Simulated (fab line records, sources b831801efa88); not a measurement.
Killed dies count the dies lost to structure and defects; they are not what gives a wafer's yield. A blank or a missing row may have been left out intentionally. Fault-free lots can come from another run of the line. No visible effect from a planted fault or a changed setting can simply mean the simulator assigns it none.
Which tool was responsible?	flow sky130	Sampling: 14 lots, 42 wafers, 4 of 708 route steps

## WHAT THE GAUGES READ, wafer by wafer
SKY_LDD_HVN_TW_MEAS_10. Usual: LDD_HVN_TW gives 1433 (standard deviation 12).
lot	measured	on	LDD_HVN_TW	flag
L358	day 20 11:06	film_metro-02	1430 1441 1429	
L360	day 21 03:55	film_metro-02	1442 1440 1439	
L361	day 21 12:25	film_metro-04	1421 1413 1414	
L362	day 21 23:50	film_metro-03	1436 1441 1435	
L363	day 22 19:41	film_metro-03	1432 1441 1437	
L365	day 23 09:29	film_metro-02	1434 1442 1437	
L366	day 23 20:12	film_metro-03	1459 1452 1461	
L367	day 24 05:05	film_metro-03	1443 1442 1456	
L368	day 24 06:44	film_metro-03	1436 1447 1445	
L370	day 25 03:58	film_metro-02	1439 1442 1438	
L378	day 27 23:49	film_metro-03	1450 1441 1443	
L379	day 28 01:43	film_metro-04	1419 1424 1429	
L381	day 28 10:15	film_metro-04	1424 1417 1423	
L380	day 28 12:53	film_metro-04	1418 1417 1420	

SKY_SD_N_CD_MEAS_07: the cd target is 380 nm. Usual: 380.5 nm for cd_nm, sd 2.7.
lot	measured	on	cd_nm (nm)	flag
L358	day 28 02:58	cd_sem-01	377.0 376.5 376.6	
L360	day 28 16:17	cd_sem-01	380.8 379.2 379.0	
L361	day 28 23:34	cd_sem-01	379.5 379.3 378.3	
L362	day 29 11:13	cd_sem-01	382.0 382.1 380.9	
L363	day 30 07:13	cd_sem-01	377.5 380.9 377.4	
L365	day 30 17:54	cd_sem-01	380.4 383.2 383.0	
L366	day 31 04:53	cd_sem-01	380.3 378.3 378.4	
L367	day 31 13:33	cd_sem-02	383.1 384.9 383.4	
L368	day 31 17:40	cd_sem-01	374.8 373.1 378.4	
L370	day 32 09:28	cd_sem-02	384.3 384.4 382.5	
L378	day 34 23:51	cd_sem-02	380.6 384.5 381.3	
L379	day 35 02:21	cd_sem-02	383.6 385.0 384.9	
L381	day 35 06:17	cd_sem-01	382.1 380.5 382.3	
L380	day 35 10:26	cd_sem-02	385.6 382.2 384.6	

SKY_SD_N_RS_MEAS_18: the measuring method here is four-point-probe. Usual: RES_XHIGH_RS gives 333.3 ohm/sq (standard deviation 1.1).
lot	measured	on	RES_XHIGH_RS (ohm/sq)	flag
L358	day 28 04:04	film_metro-03	331.4 331.5 331.7	
L360	day 28 17:22	film_metro-04	335.8 334.9 334.4	
L361	day 29 00:38	film_metro-04	334.0 333.6 334.5	
L362	day 29 12:17	film_metro-02	332.2 332.7 332.9	
L363	day 30 08:17	film_metro-03	332.8 333.9 333.8	
L365	day 30 18:59	film_metro-02	333.6 334.8 334.6	
L366	day 31 05:58	film_metro-03	332.2 332.0 332.7	
L367	day 31 14:38	film_metro-03	333.3 332.3 332.4	
L368	day 31 18:44	film_metro-02	331.5 330.1 331.9	
L370	day 32 10:34	film_metro-02	331.6 332.6 331.4	
L378	day 35 00:56	film_metro-04	333.4 333.0 333.2	
L379	day 35 03:26	film_metro-04	335.4 334.6 333.5	
L381	day 35 07:21	film_metro-04	333.4 333.0 333.9	
L380	day 35 11:31	film_metro-02	334.8 334.5 334.6	

## TOOL THAT RAN EACH LOT (tool first, then ch and the chambers of the sampled wafers, then the start)
lot	SKY_RES_XHIGH_IMPLANT_07
L358	implanter-02 ch 0, day 26 22:38
L360	implanter-04 ch 0, day 27 11:38
L361	implanter-03 ch 0, day 27 18:43
L362	implanter-02 ch 0, day 28 06:15
L363	implanter-03 ch 0, day 29 02:34
L365	implanter-03 ch 0, day 29 13:57
L366	implanter-04 ch 0, day 30 00:29
L367	implanter-04 ch 0, day 30 10:08
L368	implanter-04 ch 0, day 30 14:16
L370	implanter-04 ch 0, day 31 06:25
L378	implanter-04 ch 0, day 33 21:24
L379	implanter-03 ch 0, day 34 00:27
L381	implanter-02 ch 0, day 34 03:26
L380	implanter-04 ch 0, day 34 08:20
- SKY_RES_XHIGH_IMPLANT_07

## WHAT THE TOOLS THEMSELVES READ (means of the sampled wafers that have a number; where no wafer has one, the mark that the record gives instead)
SKY_RES_XHIGH_IMPLANT_07. Usual: beam_energy_keV 20.001, standard deviation 0.0061; beam_on_s 36.9 s, standard deviation 1; dose_ions_cm2 3.6e+14, standard deviation 3.6e+11; faraday_current_uA 550, standard deviation 15.
lot	tool	beam_energy_keV	beam_on_s (s)	dose_ions_cm2	faraday_current_uA	flag
L358	implanter-02	20.002	36.9	3.6e+14	552	
L360	implanter-04	20.010	35.7	3.6e+14	568	
L361	implanter-03	20.001	38.8	3.6e+14	523	
L362	implanter-02	19.999	36.5	3.6e+14	557	
L363	implanter-03	19.999	37.4	3.6e+14	541	
L365	implanter-03	19.999	37.7	3.6e+14	537	
L366	implanter-04	20.001	36.0	3.6e+14	564	
L367	implanter-04	20.004	36.5	3.6e+14	555	
L368	implanter-04	21.030	33.9	3.6e+14	596	OFF
L370	implanter-04	21.038	34.0	3.6e+14	595	OFF
L378	implanter-04	20.003	36.2	3.6e+14	560	
L379	implanter-03	20.000	37.3	3.6e+14	545	
L381	implanter-02	20.008	36.4	3.6e+14	558	
L380	implanter-04	20.000	36.6	3.6e+14	553	

## THE ANSWER, worked out from the rows above alone
Rule: a lot counts as off when the mean over its wafers that have a number is more than 3 standard deviations away from the usual mean. A lot without any number at a reading at which 4 lots or more have one is off too. Where the step has rows for the other lots, those lots are counted as sound. The gauges are gone through in route order, then the tools' own readings, and for those a lot's mean is taken as printed above. The first step at which some lot is off is used, and at that step the reading that is off furthest; a lot without a number counts as furthest.
Off at SKY_RES_XHIGH_IMPLANT_07 (beam_energy_keV): L368, L370.
If a tool, at that step or one of the process steps before it, ran each lot that is off and ran no sound lot following the first of them, it fits. No candidate that was tried fits.

## WHAT WAS PUT IN BY THE SIMULATOR
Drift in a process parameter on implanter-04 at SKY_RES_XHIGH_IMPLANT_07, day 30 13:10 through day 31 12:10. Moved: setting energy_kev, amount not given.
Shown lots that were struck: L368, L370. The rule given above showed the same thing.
